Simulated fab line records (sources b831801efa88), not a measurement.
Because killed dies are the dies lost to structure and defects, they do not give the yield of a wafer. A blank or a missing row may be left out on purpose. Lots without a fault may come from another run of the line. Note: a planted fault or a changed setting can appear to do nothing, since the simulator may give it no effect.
A lot that was struck, set against a sound lot	flow gf180mcu	16 out of 602 route steps
Sound: these wafers, L555.1, L555.2, L555.5. Wafers L561.1, L561.2, L561.6 were the ones struck. Last of all comes the cause.
Each step with rows lists, per side, the tool, then ch with its chambers, then its first start. Under that, the readings that differ: sound wafers	struck wafers	difference of the means	sigmas: that difference in standard deviations of wafers without a fault.
alike: a reading whose means differ by less than 2 such deviations, as well as words and numbers matching on both sides. not compared: withheld readings; readings where some wafer has no value; bounds like >300 that might hide an equal value; numbers whose values overlap and for which the record gives no deviation.
A row with sigmas, a row that says differs or no value, or rows on one side alone: a step with any of these is where the two part. Non-overlapping numbers with no deviation appear without sigmas and do not part them. A reading missing from all wafers of one side parts the sides only when that side holds two or more wafers.

first, 1 step without rows for these wafers: GF_POLY_GATE_OXIDATION_16 (stabilise 600 s, purge 300 s, target thk 4 nm).
GF_POLY_GATE_THK_MEAS_17:
  sound on filmMetro-01, day 10 03:11; struck on filmMetro-01, day 11 22:41
  alike: POLY_GATE_OXIDATION_THK
GF_POLY_GATE_CD_MEAS_18:
  sound on cdSem-01, day 10 03:15; struck on cdSem-01, day 11 22:45
  alike: cdNm
then, 7 steps without rows for these wafers: GF_HV_LDD_DEHYDRATE_00 (time 60 s); GF_HV_LDD_HMDS_01 (prime time 60 s); GF_HV_LDD_COAT_02 (resist thk 1000 nm); GF_HV_LDD_SOFTBAKE_03 (time 60 s); GF_HV_LDD_EXPOSE_04 (exposes mask Nplus LV AREA, target cd 400 nm); GF_HV_LDD_PEB_05; GF_HV_LDD_DEVELOP_06 (develop time 60 s).
GF_HV_LDD_CD_MEAS_07: the cd target is 400 nm.
  sound on cdSem-02, day 10 21:04; struck on cdSem-02, day 12 17:14
reading	sound	struck	difference	sigmas
cdNm (nm)	401.1 400.7 402.0	396.2 396.2 397.0	-4.8	-2
GF_HV_LDD_OVL_MEAS_08:
  sound on overlay-01, day 10 21:11; struck on overlay-01, day 12 17:21
  alike: HV_LDD_OVL
GF_HV_LDD_IMPLANT_09:
  sound on implanter-03 ch 0, day 10 21:13; struck on implanter-04 ch 0, day 12 17:23
reading	sound	struck	difference	sigmas
implantIonAmu	75 75 75	31 31 31	-44	
model.implant.rpNm (nm)	26.36 26.36 26.36	47.49 47.49 47.49	+21.13	
model.implant.drpNm (nm)	11.92 11.92 11.92	21.16 21.16 21.16	+9.24	
  alike: beamOnS
GF_HV_LDD_STRIP_10: strips in O2/N2.
  sound on plasmaAsher-03 ch 0,1, day 10 21:22; struck on plasmaAsher-04 ch 0,1, day 12 17:32
  alike: chamberPressureMTorr, drypumpMotorCurrentA, heaterPowerW, oesProductAu, platenTempC, stripTimeToEndpointS
  not compared: rfHoursCounterH
GF_HV_LDD_TW_MEAS_11:
  sound on filmMetro-03, day 10 21:28; struck on filmMetro-04, day 12 17:52
reading	sound	struck	difference	sigmas
HV_LDD_TW	2407 2420 2411	1894 1898 1894	-517	-47
  not compared: hold
GF_PASSIVATION_PROBE_99:
  sound wafers here have rows in the record (prober-01, day 29 21:58); struck ones have none

## WHERE THEY PART
At GF_HV_LDD_CD_MEAS_07 first; at GF_PASSIVATION_PROBE_99 last (within this record only).

WHY: what had been put in by the simulator
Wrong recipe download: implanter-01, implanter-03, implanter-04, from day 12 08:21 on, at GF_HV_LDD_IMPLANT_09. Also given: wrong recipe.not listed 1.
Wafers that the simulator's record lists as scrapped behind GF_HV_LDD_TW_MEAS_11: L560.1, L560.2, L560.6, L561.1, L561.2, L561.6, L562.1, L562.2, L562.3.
